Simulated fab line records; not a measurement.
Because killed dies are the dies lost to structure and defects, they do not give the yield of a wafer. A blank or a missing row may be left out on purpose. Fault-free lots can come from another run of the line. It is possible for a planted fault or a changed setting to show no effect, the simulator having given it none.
What tool caused it? :: flow gf180mcu :: 18 wafers from 6 lots sampled at 3 of the route's 602 steps

== WHAT THE GAUGES SHOWED, per wafer ==
GF_DNWELL_TW_MEAS_09.
lot: L755
measured: day 3 09:15
on: film-metro-02
DNWELL_TW: 1354 1352 1360

lot: L758
measured: day 3 18:41
on: film-metro-04
DNWELL_TW: 1333 1341 1335

lot: L760
measured: day 4 05:30
on: film-metro-04
DNWELL_TW: 1348 1346 1345

lot: L767
measured: day 5 20:26
on: film-metro-01
DNWELL_TW: 1018 1014 1017

lot: L771
measured: day 6 18:06
on: film-metro-04
DNWELL_TW: 1349 1343 1344

lot: L773
measured: day 7 04:09
on: film-metro-01
DNWELL_TW: 1336 1344 1340

== WHICH TOOL RAN EACH LOT (tool, then ch and the chambers of the sampled wafers, then the start) ==
lot: L755
GF_STI_CMP_25: cmp-02 ch 0,2,3, day 2 11:33
GF_DNWELL_IMPLANT_07: implanter-03 ch 0, day 3 09:00

lot: L758
GF_STI_CMP_25: cmp-01 ch 0,1, day 3 02:47
GF_DNWELL_IMPLANT_07: implanter-02 ch 0, day 3 18:26

lot: L760
GF_STI_CMP_25: cmp-01 ch 1,2, day 3 14:37
GF_DNWELL_IMPLANT_07: implanter-03 ch 0, day 4 05:15

lot: L767
GF_STI_CMP_25: cmp-02 ch 1,2, day 5 01:56
GF_DNWELL_IMPLANT_07: implanter-02 ch 0, day 5 20:11

lot: L771
GF_STI_CMP_25: cmp-01 ch 0,1,2, day 5 23:26
GF_DNWELL_IMPLANT_07: implanter-01 ch 0, day 6 17:51

lot: L773
GF_STI_CMP_25: cmp-02 ch 2,3, day 6 09:52
GF_DNWELL_IMPLANT_07: implanter-01 ch 0, day 7 03:56
- GF_STI_CMP_25: polishes, stops on Si3N4, t overpolish 33 s, target thk 524.6 nm.
- GF_DNWELL_IMPLANT_07

== THE ANSWER, worked out from the rows above alone ==
Rule: usual is defined by the lots themselves. The widest of any qualifying gaps counts: lots, ordered by their means at a reading, are off when they make up no more than a third of the lots, leave a main group of 4 or more, and stand apart from it by 3 or more times the standard deviation of that group's means. Not used: any main group whose means are identical at the precision the tables above print for the reading. A lot without any number at a reading at which 4 lots or more have one is off too. Any other lot the step has rows for is counted as sound.
Off: at GF_DNWELL_TW_MEAS_09 (DNWELL_TW), L767. The main group has a mean of 1345 with a standard deviation of 6.5.
If a tool, at a process step before that reading, ran all the lots that are off and no sound lot after the first of them, it fits. Gauges at GF_DNWELL_TW_MEAS_09: tried the same way as those tools. One fits: implanter-02 at GF_DNWELL_IMPLANT_07. Its last sound lot is L758 (day 3 18:26), its first lot that is off L767 (day 5 20:11): a fault that began between those two fits.

== WHAT THE SIMULATOR PUT IN ==
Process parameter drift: implanter-02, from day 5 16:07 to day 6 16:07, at GF_DNWELL_IMPLANT_07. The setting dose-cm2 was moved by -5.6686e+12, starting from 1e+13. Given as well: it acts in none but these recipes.
Lots struck among those shown: L767. Same finding as the rule above.
